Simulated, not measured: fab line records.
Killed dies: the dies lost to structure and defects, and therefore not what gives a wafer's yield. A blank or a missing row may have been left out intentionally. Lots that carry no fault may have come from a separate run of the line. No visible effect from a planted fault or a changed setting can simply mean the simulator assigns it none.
A struck lot beside a sound one || flow sky130 || 14 out of 708 route steps
Sound: wafers L378.1, L378.2, L378.4. Wafers L374.1, L374.3, L374.6 were the ones struck. The cause is named last.
Each step with rows lists, per side, the tool, then ch with its chambers, then its first start. Under that, the readings that differ: sound wafers || struck wafers || difference of the means || sigmas: that difference in standard deviations of wafers without a fault.
alike: same words and numbers on both sides, and readings whose means sit less than 2 such deviations apart. not compared: any withheld reading, any reading some wafer has no value for, any bound like >300 that may hide the same value, and any number with overlapping values for which the record gives no deviation.
The two part at a step that has a row with sigmas, a row that says differs or no value, or rows on one side only. Numbers that don't overlap but have no deviation are shown without sigmas and don't part them. A reading that every wafer of one side lacks parts them only if that side has two wafers or more.

SKY_CONTACT_THK_MEAS_01:
  sound on film metro-04 at day 35 05:50; struck on film metro-02 at day 33 20:58
  alike: CONTACT_CVD_00_THK
then, 1 step without rows for these wafers: SKY_CONTACT_HDPCVD_02 (deposits SiO2, target thk 565 nm, time 94.2 s).
SKY_CONTACT_THK_MEAS_03:
  sound on film metro-02 at day 35 05:58; struck on film metro-04 at day 33 21:06
  alike: CONTACT_HDPCVD_THK
SKY_CONTACT_CMP_04: polishes SiO2.
  sound on cmp-01 ch 0,1,2, day 35 06:01; struck on cmp-01 ch 1,2,3, day 33 21:13
  alike: motor current A, time to endpoint s
SKY_CONTACT_BOW_MEAS_05:
  sound on film metro-03 at day 35 06:19; struck on film metro-03 at day 33 21:28
  alike: CONTACT_BOW
then, 7 steps without rows for these wafers: SKY_CONTACT_DEHYDRATE_06 (time 60 s); SKY_CONTACT_HMDS_07 (prime time 60 s); SKY_CONTACT_COAT_08 (resist thk 60 nm); SKY_CONTACT_COAT_09 (resist thk 450 nm); SKY_CONTACT_SOFTBAKE_10 (time 90 s); SKY_CONTACT_EXPOSE_11 (exposes mask CTM1, target cd 170 nm); SKY_CONTACT_PEB_12.
SKY_CONTACT_DEVELOP_13: develop time 60 s.
  sound on litho track-03 ch 0, day 36 08:00; struck on litho track-01 ch 0, day 34 23:00
{"reading": "developer temp C (C)", "sound": "21.11 21.14 20.95", "struck": "23.06 23.11 22.97", "difference": "+1.98", "sigmas": "+20"}
SKY_CONTACT_CD_MEAS_14 targets a cd of 170 nm.
  sound on cd sem-01 at day 36 08:54; struck on cd sem-02 at day 34 23:58
  alike: cd nm

WHERE THEY PART
Only at SKY_CONTACT_DEVELOP_13, as far as this record shows. Later steps at which nothing parts them and some readings are alike: SKY_CONTACT_CD_MEAS_14.

WHY: the cause the simulator had injected
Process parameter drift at SKY_CONTACT_DEVELOP_13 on litho track-01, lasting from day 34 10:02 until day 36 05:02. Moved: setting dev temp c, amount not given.
